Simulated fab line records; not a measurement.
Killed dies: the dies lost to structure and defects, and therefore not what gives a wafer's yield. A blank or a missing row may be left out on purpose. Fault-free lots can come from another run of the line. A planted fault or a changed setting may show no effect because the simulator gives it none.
Which of the tools did it? -- flow gf180mcu -- 18 wafers sampled from 6 lots at 1 step of a route of 602

== WHAT THE GAUGES READ, wafer by wafer ==
GF_M2_OVL_MEAS_15.
lot,measured,on,M2_OVL (nm)
L907,day 19 17:26,overlay-02,-1 10 0
L909,day 20 02:37,overlay-01,0 -5 -4
L912,day 21 19:13,overlay-02,-10 -13 -11
L918,day 23 20:56,overlay-01,20 6 13
L924,day 25 15:20,overlay-01,5 3 -7
L926,day 26 02:02,overlay-01,4 -5 2

== TOOL THAT RAN EACH LOT (tool first, then ch and the chambers of the sampled wafers, then the start) ==
No process step before these readings appears in the record.

== THE ANSWER, worked out from the rows above alone ==
Rule: what is usual is taken from the lots themselves. The widest of any qualifying gaps counts: lots, ordered by their means at a reading, are off when they make up no more than a third of the lots, leave a main group of 4 or more, and stand apart from it by 3 or more times the standard deviation of that group's means. A main group whose means are all the same, to the digits that the tables above print for the reading, isn't used. A lot without any number at a reading at which 4 lots or more have one is off too. Where the step has rows for the other lots, those lots are counted as sound.
Across all readings shown, no lot is off: no conclusion can be drawn from this.

== WHAT HAD BEEN PUT IN BY THE SIMULATOR ==
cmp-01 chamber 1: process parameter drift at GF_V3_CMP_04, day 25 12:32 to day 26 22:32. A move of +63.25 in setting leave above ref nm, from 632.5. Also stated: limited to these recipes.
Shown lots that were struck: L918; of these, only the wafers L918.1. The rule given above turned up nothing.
